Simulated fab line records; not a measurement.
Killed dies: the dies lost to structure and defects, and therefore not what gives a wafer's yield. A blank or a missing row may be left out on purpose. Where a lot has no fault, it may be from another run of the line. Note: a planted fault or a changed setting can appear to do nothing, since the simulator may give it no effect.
2 desks, one fault || flow sky130 || each desk has only its own numbers; what lay behind them comes last

## THE METROLOGY DESK
What the gauges read for every lot (on any tool): the sampled wafers with a number, averaged. The brackets show how far a lot's mean lies from the usual mean; more than 4 standard deviations puts the lot out of limits, marked OUT.
Columns: A = CONTACT_W_THK at SKY_CONTACT_THK_MEAS_26, usual 326 nm
{"lot": "L833", "first seen here": "day 32 17:31", "A": 318}
{"lot": "L835", "first seen here": "day 33 07:55", "A": 325}
{"lot": "L836", "first seen here": "day 33 11:53", "A": 325}
{"lot": "L837", "first seen here": "day 33 14:27", "A": 324}
{"lot": "L838", "first seen here": "day 34 00:58", "A": 329}
{"lot": "L840", "first seen here": "day 34 17:55", "A": 327}
{"lot": "L841", "first seen here": "day 34 23:37", "A": 325}
{"lot": "L843", "first seen here": "day 35 10:07", "A": 332}
{"lot": "L844", "first seen here": "day 35 12:31", "A": 327}
{"lot": "L845", "first seen here": "day 36 08:19", "A": 322}
{"lot": "L853", "first seen here": "day 38 16:10", "A": 331}
{"lot": "L854", "first seen here": "day 38 19:22", "A": 328}
Result from this desk: across the 12 lots, nothing is out of limits.

## FOR THE TOOL OWNER'S DESK: rie diel-01
The tool's own readings at SKY_POLY_GATE_ETCH_15 (etches BARC in N2/H2, stops on SiO2, time 118.5 s, target depth 110 nm): means of the sampled wafers that have a number, for each lot that ran on this tool. The brackets show how far a lot's mean lies from the usual mean; more than 4 standard deviations puts the lot out of limits, marked OUT.
Columns: A = bias w at SKY_POLY_GATE_ETCH_15, usual 100.06 W; B = drypump motor current A at SKY_POLY_GATE_ETCH_15, usual 5.8 A; C = oes product au at SKY_POLY_GATE_ETCH_15, usual 0.717 a.u.; D = rf fwd power W at SKY_POLY_GATE_ETCH_15, usual 497.4 W; E = throttle valve pct at SKY_POLY_GATE_ETCH_15, usual 13.212 %
{"lot": "L841", "first seen here": "day 20 03:05", "A": 100.25, "B": 5.8, "C": 0.718, "D": 498.5, "E": 13.218}
{"lot": "L853", "first seen here": "day 24 11:05", "A": "92.05 (-27) OUT", "B": 5.9, "C": 0.711, "D": 497.3, "E": 13.214}
{"lot": "L854", "first seen here": "day 24 14:14", "A": "92.19 (-26) OUT", "B": 5.9, "C": 0.717, "D": 496.0, "E": 13.213}
This desk's verdict: out of limits on L853, L854, starting with L853 at day 24 11:05 (bias w at SKY_POLY_GATE_ETCH_15). L841: within limits.

## ALL TOGETHER
The tool owner's desk had the chance to raise an alarm at day 24 11:05 on L853, L854.
From the metrology desk's view, nothing was out of limits.
The metrology desk has L853, L854 on record, within its limits.
Of the lots named, all ran SKY_POLY_GATE_ETCH_15 on rie diel-01.

## WHAT THE SIMULATOR PUT IN
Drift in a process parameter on rie diel-01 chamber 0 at SKY_POLY_GATE_ETCH_15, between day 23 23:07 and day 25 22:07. Setting bias w, moved by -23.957, from 100. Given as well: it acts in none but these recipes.
Struck lots among those shown: L853, L854.
Time in hours from fault onset to the first out-of-limits reading at each desk: the tool owner's desk, 12.
